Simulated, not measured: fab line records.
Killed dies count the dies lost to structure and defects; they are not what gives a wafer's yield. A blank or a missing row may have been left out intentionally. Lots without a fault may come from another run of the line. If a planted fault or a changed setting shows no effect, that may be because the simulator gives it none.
The tool behind it: which one? -- flow gf180mcu -- 33 wafers from 11 lots sampled at 2 of the route's 602 steps

== WHAT THE GAUGES READ, wafer by wafer ==
GF_M1_OVL_MEAS_15. Usual: M1_OVL gives -1 nm (standard deviation 4.5).
lot,measured,on,M1_OVL (nm),flag
L691,day 17 15:38,overlay-01,-1 -2 5,
L692,day 17 20:44,overlay-01,3 0 -3,
L695,day 18 20:46,overlay-02,2 -2 6,
L703,day 21 23:07,overlay-02,3 5 2,
L704,day 22 09:51,overlay-02,-5 -9 -3,
L705,day 22 17:12,overlay-02,-2 7 7,
L708,day 24 04:03,overlay-01,4 5 1,
L710,day 24 14:35,overlay-02,-2 0 -3,
L711,day 24 22:00,overlay-02,-7 -5 -3,
L713,day 25 07:40,overlay-01,-3 -3 -7,
L712,day 25 09:21,overlay-01,1 1 3,

== EACH LOT AND THE TOOL THAT RAN IT (in order: tool; ch and the chambers of the sampled wafers; start) ==
lot,GF_M1_SPUTTER_03
L691,"pvd-sputter-02, day 16 16:49"
L692,"pvd-sputter-01, day 16 21:04"
L695,"pvd-sputter-01, day 17 21:07"
L703,"pvd-sputter-02, day 20 23:08"
L704,"pvd-sputter-02, day 21 10:07"
L705,"pvd-sputter-02, day 21 18:19"
L708,"pvd-sputter-01, day 23 05:36"
L710,"pvd-sputter-01, day 23 16:30"
L711,"pvd-sputter-02, day 23 23:27"
L713,"pvd-sputter-02, day 24 09:55"
L712,"pvd-sputter-03, day 24 11:28"
- GF_M1_SPUTTER_03: material Ti, target thk 10 nm, time 6.7 s.

== AS READ BY THE TOOLS THEMSELVES (means over the sampled wafers that have a number; for cases with no such wafer, the mark the record gives instead) ==
GF_M1_SPUTTER_03. Usual: throttle-valve-pct at 30.1 %, with a standard deviation of 0.92.
lot,tool,throttle-valve-pct (%),flag
L691,pvd-sputter-02,30.6,
L692,pvd-sputter-01,30.2,
L695,pvd-sputter-01,30.9,
L703,pvd-sputter-02,30.3,
L704,pvd-sputter-02,29.8,
L705,pvd-sputter-02,30.3,
L708,pvd-sputter-01,30.5,
L710,pvd-sputter-01,30.8,
L711,pvd-sputter-02,30.4,
L713,pvd-sputter-02,29.8,
L712,pvd-sputter-03,28.5,

== THE ANSWER, worked out from the rows above alone ==
Rule: a lot is off if the mean of its wafers that have a number lies more than 3 standard deviations from the usual mean. Also off: a lot with no number at a reading for which 4 or more lots have one. All remaining lots with rows at the step are treated as sound. The gauges are gone through in route order, then the tools' own readings, and for those a lot's mean is taken as printed above. At the first step where some lot is off, the reading lying furthest off is the one used; lots without a number count as furthest.
Across all readings shown, no lot is off: no conclusion can be drawn from this.

== WHAT WAS PUT IN BY THE SIMULATOR ==
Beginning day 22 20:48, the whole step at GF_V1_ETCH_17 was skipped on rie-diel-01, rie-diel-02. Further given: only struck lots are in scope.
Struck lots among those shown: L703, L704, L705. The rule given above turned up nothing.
